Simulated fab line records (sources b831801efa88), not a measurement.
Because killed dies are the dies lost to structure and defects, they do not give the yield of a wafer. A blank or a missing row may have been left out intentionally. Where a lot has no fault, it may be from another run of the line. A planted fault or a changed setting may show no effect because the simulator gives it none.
Which tool was responsible?    flow gf180mcu    at 1 step of a route of 602, 7 lots with 21 wafers sampled

## WHAT EACH GAUGE READ, for each wafer
GF_STI_CD_MEAS_12: the cd target is 220 nm.
lot   measured     on         cd_nm (nm)
L350  day 2 14:35  cd_sem-01  222.2 220.9 221.9
L353  day 3 03:13  cd_sem-01  220.2 219.3 220.3
L356  day 3 18:53  cd_sem-02  217.8 218.1 218.8
L358  day 4 05:04  cd_sem-01  219.1 219.4 219.6
L360  day 4 14:25  cd_sem-01  218.8 217.6 218.7
L367  day 6 03:58  cd_sem-01  221.1 219.2 220.5
L370  day 6 18:56  cd_sem-02  220.5 222.2 221.8

## WHICH TOOL RAN EACH LOT (tool, then ch and the chambers of the sampled wafers, then the start)
No process step before these readings appears in the record.

## THE ANSWER, worked out from the rows above alone
Rule: the usual values come from the lots themselves. Put in order of their means at a reading, lots are off if they are a third of the lots or fewer, leave a main group of 4 or more, and stand apart from it by a gap of 3 or more times the standard deviation of the main group's means; of several such gaps the widest counts. If all means in a main group match to the digits the tables above print for the reading, that group is not used. A lot without any number at a reading at which 4 lots or more have one is off too. The other lots that the step has rows for count as sound.
No lot is off at any reading shown: from this, nothing can be told.

## WHAT THE SIMULATOR HAD INSERTED
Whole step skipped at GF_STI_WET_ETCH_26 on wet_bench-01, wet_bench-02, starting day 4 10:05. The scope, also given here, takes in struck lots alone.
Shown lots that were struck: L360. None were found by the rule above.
